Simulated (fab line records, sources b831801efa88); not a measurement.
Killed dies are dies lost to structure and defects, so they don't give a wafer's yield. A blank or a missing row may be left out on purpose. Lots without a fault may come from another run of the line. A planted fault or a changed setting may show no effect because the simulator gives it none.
Which tool did it? | flow sfq_line | 14 lots, 42 wafers sampled, at 5 steps of a route of 325

WHAT THE GAUGES READ, wafer by wafer
The record holds no reading of a measuring or inspecting step that can be judged against a usual standard deviation.

WHICH TOOL RAN EACH LOT (tool, then ch and the chambers of the sampled wafers, then the start)
lot  | SFQ_TRILAYER_I3_VIA_BARC_OPEN_VIA_ETCH_121 | SFQ_TRILAYER_I4_VIA_BARC_OPEN_VIA_ETCH_146 | SFQ_TRILAYER_JJ_CE_LITHO_PEB_117  | SFQ_TRILAYER_JJ_CE_METRO_MEASURE_117 | SFQ_TRILAYER_JJ_CE_ETCH_RIE_118
L849 | rie_diel-03 ch 0,1,2, day 36 01:23         | rie_diel-04 ch 0,2, day 47 13:00           | litho_track-04 ch 0, day 53 01:45 | cd_sem-02, day 53 02:05              | rie_metal-04 ch 0,1, day 53 03:23
L850 | rie_diel-04 ch 0,1,2, day 36 11:04         | rie_diel-02 ch 0,1,3, day 47 14:12         | litho_track-02 ch 0, day 53 05:29 | cd_sem-02, day 53 05:49              | rie_metal-01 ch 0,1, day 53 07:06
L851 | rie_diel-04 ch 0,2,3, day 36 19:24         | rie_diel-01 ch 0,2, day 47 17:48           | litho_track-04 ch 0, day 53 06:42 | cd_sem-01, day 53 07:13              | rie_metal-01 ch 0,1, day 53 08:18
L856 | rie_diel-02 ch 1,3, day 42 10:44           | rie_diel-02 ch 0,1,3, day 48 22:36         | litho_track-04 ch 0, day 54 05:30 | cd_sem-01, day 54 06:01              | rie_metal-04 ch 0,1, day 54 07:06
L857 | rie_diel-03 ch 1,2,3, day 42 13:08         | rie_diel-01 ch 0,1,2, day 48 23:48         | litho_track-04 ch 0, day 54 06:42 | cd_sem-02, day 54 07:13              | rie_metal-01 ch 0,1, day 54 08:18
L861 | rie_diel-03 ch 1,2,3, day 50 23:56         | rie_diel-04 ch 0,1,3, day 51 11:06         | litho_track-01 ch 0, day 56 23:29 | cd_sem-02, day 56 23:49              | rie_metal-02 ch 0, day 57 01:12
L865 | rie_diel-03 ch 2,3, day 52 03:39           | rie_diel-02 ch 2,3, day 52 19:20           | litho_track-04 ch 0, day 58 02:32 | cd_sem-02, day 58 02:53              | rie_metal-01 ch 0,1, day 58 04:10
L866 | rie_diel-04 ch 0,2,3, day 54 14:13         | rie_diel-01 ch 1,2, day 55 06:29           | litho_track-01 ch 0, day 60 06:19 | cd_sem-02, day 60 07:00              | rie_metal-04 ch 0,1, day 60 07:56
L867 | rie_diel-02 ch 0,2,3, day 54 19:01         | rie_diel-02 ch 0,1,2, day 55 13:41         | litho_track-04 ch 0, day 60 11:04 | cd_sem-02, day 60 11:24              | rie_metal-04 ch 0,1, day 60 12:41
L868 | rie_diel-03 ch 0,3, day 55 15:25           | rie_diel-02 ch 0,2, day 56 17:17           | litho_track-04 ch 0, day 61 06:16 | cd_sem-01, day 61 06:36              | rie_metal-04 ch 0, day 61 07:59
L869 | rie_diel-03 ch 0,2,3, day 56 02:13         | rie_diel-01 ch 0,3, day 61 07:48           | litho_track-02 ch 0, day 65 00:16 | cd_sem-02, day 65 00:36              | rie_metal-01 ch 0,1, day 65 01:53
L870 | rie_diel-02 ch 0,1,2, day 56 03:25         | rie_diel-02 ch 0,3, day 61 12:36           | litho_track-02 ch 0, day 65 06:16 | cd_sem-01, day 65 06:36              | rie_metal-02 ch 0,1, day 65 07:53
L871 | rie_diel-04 ch 2,3, day 56 04:37           | rie_diel-01 ch 2,3, day 61 15:00           | litho_track-02 ch 0, day 65 08:41 | cd_sem-02, day 65 09:12              | rie_metal-02 ch 1, day 65 10:17
L872 | rie_diel-03 ch 0,1,3, day 56 07:01         | rie_diel-01 ch 0,2,3, day 61 19:48         | litho_track-02 ch 0, day 65 12:17 | cd_sem-01, day 65 12:48              | rie_metal-02 ch 0,1, day 65 13:53
- SFQ_TRILAYER_I3_VIA_BARC_OPEN_VIA_ETCH_121: etches BARC in O2, target depth 125 nm, time 41.7 s.
- SFQ_TRILAYER_I4_VIA_BARC_OPEN_VIA_ETCH_146: etches BARC in O2, target depth 125 nm, time 41.7 s.
- SFQ_TRILAYER_JJ_CE_LITHO_PEB_117: peb time 60 s.
- SFQ_TRILAYER_JJ_CE_METRO_MEASURE_117
- SFQ_TRILAYER_JJ_CE_ETCH_RIE_118: chemistry SF6, target Nb, stops on Al2O3, time 97.7 s, target depth 170 nm.

WHAT THE TOOLS THEMSELVES READ (means of the sampled wafers that have a number; where no wafer has one, the mark that the record gives instead)
SFQ_TRILAYER_I3_VIA_BARC_OPEN_VIA_ETCH_121. Usual: drypump_motor_current_A 5.8 A, standard deviation 0.62; oes_product_au 0.685 a.u., standard deviation 0.005.
lot  | tool        | drypump_motor_current_A (A) | oes_product_au (a.u.) | flag
L849 | rie_diel-03 | 6.0                         | 0.686                 |
L850 | rie_diel-04 | 5.8                         | 0.683                 |
L851 | rie_diel-04 | 5.8                         | 0.689                 |
L856 | rie_diel-02 | 5.1                         | 0.686                 |
L857 | rie_diel-03 | 6.1                         | 0.680                 |
L861 | rie_diel-03 | 6.1                         | 0.684                 |
L865 | rie_diel-03 | 6.1                         | 0.683                 |
L866 | rie_diel-04 | 5.8                         | 0.686                 |
L867 | rie_diel-02 | 5.9                         | 0.687                 |
L868 | rie_diel-03 | 5.2                         | 0.682                 |
L869 | rie_diel-03 | 5.6                         | 0.693                 |
L870 | rie_diel-02 | 5.6                         | 0.685                 |
L871 | rie_diel-04 | 6.0                         | 0.686                 |
L872 | rie_diel-03 | 5.6                         | 0.685                 |

SFQ_TRILAYER_I4_VIA_BARC_OPEN_VIA_ETCH_146. Usual: drypump_motor_current_A 5.7 A, standard deviation 0.57; oes_product_au 0.685 a.u., standard deviation 0.0047.
lot  | tool        | drypump_motor_current_A (A) | oes_product_au (a.u.) | flag
L849 | rie_diel-04 | 5.6                         | 0.679                 |
L850 | rie_diel-02 | 5.7                         | 0.685                 |
L851 | rie_diel-01 | 5.6                         | 0.686                 |
L856 | rie_diel-02 | 5.7                         | 0.683                 |
L857 | rie_diel-01 | 5.4                         | 0.683                 |
L861 | rie_diel-04 | 6.0                         | 0.682                 |
L865 | rie_diel-02 | 5.7                         | 0.685                 |
L866 | rie_diel-01 | 5.4                         | 0.685                 |
L867 | rie_diel-02 | 5.6                         | 0.687                 |
L868 | rie_diel-02 | 5.9                         | 0.685                 |
L869 | rie_diel-01 | 6.0                         | 0.687                 |
L870 | rie_diel-02 | 6.2                         | 0.683                 |
L871 | rie_diel-01 | 5.9                         | 0.682                 |
L872 | rie_diel-01 | 5.9                         | 0.687                 |

SFQ_TRILAYER_JJ_CE_LITHO_PEB_117. Usual: heater_power_total_W 79.15 W, standard deviation 0.069; plate_temp_C 115.01 C, standard deviation 0.13.
lot  | tool           | heater_power_total_W (W) | plate_temp_C (C) | flag
L849 | litho_track-04 | 79.22                    | 114.98           |
L850 | litho_track-02 | 79.16                    | 115.04           |
L851 | litho_track-04 | 79.15                    | 114.94           |
L856 | litho_track-04 | 77.58                    | 113.17           | OFF
L857 | litho_track-04 | 77.55                    | 113.39           | OFF
L861 | litho_track-01 | 79.19                    | 115.07           |
L865 | litho_track-04 | 79.09                    | 115.05           |
L866 | litho_track-01 | 79.14                    | 114.97           |
L867 | litho_track-04 | 79.07                    | 114.99           |
L868 | litho_track-04 | 79.19                    | 115.15           |
L869 | litho_track-02 | 79.16                    | 114.90           |
L870 | litho_track-02 | 79.18                    | 115.00           |
L871 | litho_track-02 | 79.14                    | 115.23           |
L872 | litho_track-02 | 79.21                    | 115.05           |

SFQ_TRILAYER_JJ_CE_METRO_MEASURE_117. Usual: cd_nm 700.1 nm, standard deviation 1.4.
lot  | tool      | cd_nm (nm) | flag
L849 | cd_sem-02 | 698.0      |
L850 | cd_sem-02 | 700.4      |
L851 | cd_sem-01 | 700.4      |
L856 | cd_sem-01 | 733.2      | OFF
L857 | cd_sem-02 | 733.3      | OFF
L861 | cd_sem-02 | 698.3      |
L865 | cd_sem-02 | 699.8      |
L866 | cd_sem-02 | 699.7      |
L867 | cd_sem-02 | 699.3      |
L868 | cd_sem-01 | 701.5      |
L869 | cd_sem-02 | 699.4      |
L870 | cd_sem-01 | 699.8      |
L871 | cd_sem-02 | 698.9      |
L872 | cd_sem-01 | 699.5      |

SFQ_TRILAYER_JJ_CE_ETCH_RIE_118. Usual: drypump_motor_current_A 5.7 A, standard deviation 0.53; oes_product_au 0.989 a.u., standard deviation 0.0071.
lot  | tool         | drypump_motor_current_A (A) | oes_product_au (a.u.) | flag
L849 | rie_metal-04 | 5.2                         | 0.989                 |
L850 | rie_metal-01 | 5.9                         | 0.993                 |
L851 | rie_metal-01 | 5.9                         | 0.983                 |
L856 | rie_metal-04 | 5.1                         | 0.997                 |
L857 | rie_metal-01 | 5.9                         | 0.993                 |
L861 | rie_metal-02 | 6.4                         | 0.985                 |
L865 | rie_metal-01 | 5.7                         | 0.987                 |
L866 | rie_metal-04 | 5.2                         | 0.990                 |
L867 | rie_metal-04 | 5.1                         | 0.995                 |
L868 | rie_metal-04 | 5.3                         | 1.001                 |
L869 | rie_metal-01 | 5.9                         | 0.980                 |
L870 | rie_metal-02 | 5.9                         | 0.987                 |
L871 | rie_metal-02 | 5.6                         | 0.981                 |
L872 | rie_metal-02 | 5.9                         | 0.982                 |

THE ANSWER, worked out from the rows above alone
Rule: a lot is off if the mean of its wafers that have a number lies more than 3 standard deviations from the usual mean. A lot without any number at a reading at which 4 lots or more have one is off too. The other lots that the step has rows for count as sound. The gauges are gone through in route order, then the tools' own readings, and for those a lot's mean is taken as printed above. The first step at which some lot is off is used, and at that step the reading that is off furthest; a lot without a number counts as furthest.
Off: L856, L857, at SFQ_TRILAYER_JJ_CE_LITHO_PEB_117 (heater_power_total_W).
A tool fits if, at that step or a process step before it, it ran every lot that is off, and no sound lot after the first of them. None of those tried fits.

WHAT THE SIMULATOR HAD PUT IN
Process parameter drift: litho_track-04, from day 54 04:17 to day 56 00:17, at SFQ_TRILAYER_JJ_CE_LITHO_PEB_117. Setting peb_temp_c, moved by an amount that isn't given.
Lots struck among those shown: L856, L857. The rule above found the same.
